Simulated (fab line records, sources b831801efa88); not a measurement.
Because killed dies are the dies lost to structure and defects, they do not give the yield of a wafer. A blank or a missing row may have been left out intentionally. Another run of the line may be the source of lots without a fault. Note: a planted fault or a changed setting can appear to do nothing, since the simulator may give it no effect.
Split-lot experiment || flow sky130 || 5 lots, 23 wafers read, on a route of 708 steps

## ON THE SPLIT
At SKY_SONOS_ONO_CVD_02 (deposits Si3N4 from DCS/NH3, target thk 10.5 nm, time 180 s), the setting pressureMtorr was moved away from the recipe's 250 mTorr on 20 of the 23 wafers read, by -13.0% to +7.5%. All remaining wafers had this setting at the recipe value.

The reading comes from the split's own step.

## THE READING
Si3N4_of_SONOS_ONO_CVD_02.thkNm (the simulator's own value, which no gauge read), in nm, at SKY_SONOS_ONO_CVD_02 (deposits Si3N4 from DCS/NH3, target thk 10.5 nm, time 180 s). No usual value for it is given in the file. The 3 wafers here that ran the recipe average 10.393 nm, standard deviation 0.049 nm.

{"wafer": "L074.1", "tool, chamber at the split": "-, -", "pressureMtorr as run, mTorr": 217.6, "against the recipe": "-13.0%", "Si3N4_of_SONOS_ONO_CVD_02.thkNm, nm": 10.13, "against lot-mates on the recipe": "no lot-mate on the recipe"}
{"wafer": "L074.3", "tool, chamber at the split": "-, -", "pressureMtorr as run, mTorr": 217.6, "against the recipe": "-13.0%", "Si3N4_of_SONOS_ONO_CVD_02.thkNm, nm": 9.935, "against lot-mates on the recipe": "no lot-mate on the recipe"}
{"wafer": "L074.4", "tool, chamber at the split": "-, -", "pressureMtorr as run, mTorr": 217.6, "against the recipe": "-13.0%", "Si3N4_of_SONOS_ONO_CVD_02.thkNm, nm": 9.988, "against lot-mates on the recipe": "no lot-mate on the recipe"}
{"wafer": "L074.5", "tool, chamber at the split": "-, -", "pressureMtorr as run, mTorr": 217.6, "against the recipe": "-13.0%", "Si3N4_of_SONOS_ONO_CVD_02.thkNm, nm": 9.981, "against lot-mates on the recipe": "no lot-mate on the recipe"}
{"wafer": "L074.6", "tool, chamber at the split": "-, -", "pressureMtorr as run, mTorr": 217.6, "against the recipe": "-13.0%", "Si3N4_of_SONOS_ONO_CVD_02.thkNm, nm": 9.877, "against lot-mates on the recipe": "no lot-mate on the recipe"}
{"wafer": "L075.1", "tool, chamber at the split": "-, -", "pressureMtorr as run, mTorr": 268.8, "against the recipe": "+7.5%", "Si3N4_of_SONOS_ONO_CVD_02.thkNm, nm": 10.69, "against lot-mates on the recipe": "no lot-mate on the recipe"}
{"wafer": "L075.3", "tool, chamber at the split": "-, -", "pressureMtorr as run, mTorr": 268.8, "against the recipe": "+7.5%", "Si3N4_of_SONOS_ONO_CVD_02.thkNm, nm": 10.72, "against lot-mates on the recipe": "no lot-mate on the recipe"}
{"wafer": "L075.4", "tool, chamber at the split": "-, -", "pressureMtorr as run, mTorr": 268.8, "against the recipe": "+7.5%", "Si3N4_of_SONOS_ONO_CVD_02.thkNm, nm": 10.79, "against lot-mates on the recipe": "no lot-mate on the recipe"}
{"wafer": "L075.5", "tool, chamber at the split": "-, -", "pressureMtorr as run, mTorr": 268.8, "against the recipe": "+7.5%", "Si3N4_of_SONOS_ONO_CVD_02.thkNm, nm": 10.75, "against lot-mates on the recipe": "no lot-mate on the recipe"}
{"wafer": "L075.6", "tool, chamber at the split": "-, -", "pressureMtorr as run, mTorr": 268.8, "against the recipe": "+7.5%", "Si3N4_of_SONOS_ONO_CVD_02.thkNm, nm": 10.78, "against lot-mates on the recipe": "no lot-mate on the recipe"}
{"wafer": "L078.2", "tool, chamber at the split": "-, -", "pressureMtorr as run, mTorr": 266.3, "against the recipe": "+6.5%", "Si3N4_of_SONOS_ONO_CVD_02.thkNm, nm": 10.58, "against lot-mates on the recipe": "no lot-mate on the recipe"}
{"wafer": "L078.3", "tool, chamber at the split": "-, -", "pressureMtorr as run, mTorr": 266.3, "against the recipe": "+6.5%", "Si3N4_of_SONOS_ONO_CVD_02.thkNm, nm": 10.53, "against lot-mates on the recipe": "no lot-mate on the recipe"}
{"wafer": "L078.4", "tool, chamber at the split": "-, -", "pressureMtorr as run, mTorr": 266.3, "against the recipe": "+6.5%", "Si3N4_of_SONOS_ONO_CVD_02.thkNm, nm": 10.47, "against lot-mates on the recipe": "no lot-mate on the recipe"}
{"wafer": "L078.5", "tool, chamber at the split": "-, -", "pressureMtorr as run, mTorr": 266.3, "against the recipe": "+6.5%", "Si3N4_of_SONOS_ONO_CVD_02.thkNm, nm": 10.51, "against lot-mates on the recipe": "no lot-mate on the recipe"}
{"wafer": "L078.6", "tool, chamber at the split": "-, -", "pressureMtorr as run, mTorr": 266.3, "against the recipe": "+6.5%", "Si3N4_of_SONOS_ONO_CVD_02.thkNm, nm": 10.6, "against lot-mates on the recipe": "no lot-mate on the recipe"}
{"wafer": "L079.1", "tool, chamber at the split": "lpcvd-02, 0", "pressureMtorr as run, mTorr": 250, "against the recipe": "recipe", "Si3N4_of_SONOS_ONO_CVD_02.thkNm, nm": 10.4, "against lot-mates on the recipe": "-"}
{"wafer": "L079.2", "tool, chamber at the split": "lpcvd-02, 0", "pressureMtorr as run, mTorr": 250, "against the recipe": "recipe", "Si3N4_of_SONOS_ONO_CVD_02.thkNm, nm": 10.45, "against lot-mates on the recipe": "-"}
{"wafer": "L079.3", "tool, chamber at the split": "lpcvd-02, 0", "pressureMtorr as run, mTorr": 250, "against the recipe": "recipe", "Si3N4_of_SONOS_ONO_CVD_02.thkNm, nm": 10.33, "against lot-mates on the recipe": "-"}
{"wafer": "L081.2", "tool, chamber at the split": "-, -", "pressureMtorr as run, mTorr": 267.2, "against the recipe": "+6.9%", "Si3N4_of_SONOS_ONO_CVD_02.thkNm, nm": 10.8, "against lot-mates on the recipe": "no lot-mate on the recipe"}
{"wafer": "L081.5", "tool, chamber at the split": "-, -", "pressureMtorr as run, mTorr": 267.2, "against the recipe": "+6.9%", "Si3N4_of_SONOS_ONO_CVD_02.thkNm, nm": 10.8, "against lot-mates on the recipe": "no lot-mate on the recipe"}
{"wafer": "L081.3", "tool, chamber at the split": "-, -", "pressureMtorr as run, mTorr": 267.2, "against the recipe": "+6.9%", "Si3N4_of_SONOS_ONO_CVD_02.thkNm, nm": 10.79, "against lot-mates on the recipe": "no lot-mate on the recipe"}
{"wafer": "L081.4", "tool, chamber at the split": "-, -", "pressureMtorr as run, mTorr": 267.2, "against the recipe": "+6.9%", "Si3N4_of_SONOS_ONO_CVD_02.thkNm, nm": 10.83, "against lot-mates on the recipe": "no lot-mate on the recipe"}
{"wafer": "L081.6", "tool, chamber at the split": "-, -", "pressureMtorr as run, mTorr": 267.2, "against the recipe": "+6.9%", "Si3N4_of_SONOS_ONO_CVD_02.thkNm, nm": 10.75, "against lot-mates on the recipe": "no lot-mate on the recipe"}

THE FIT
A straight line over all 23 wafers: Si3N4_of_SONOS_ONO_CVD_02.thkNm changes by +0.0361 nm for each +1% of pressureMtorr; r = +0.95; the points scatter about the line by 0.1 nm.
Too few moved wafers with a lot-mate on the recipe to fit a line net of each lot's own level.

## THE FILE'S OWN FIT
Si3N4_of_SONOS_ONO_CVD_02.thkNm changes by +0.036 nm for each +1% of pressureMtorr, r = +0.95.
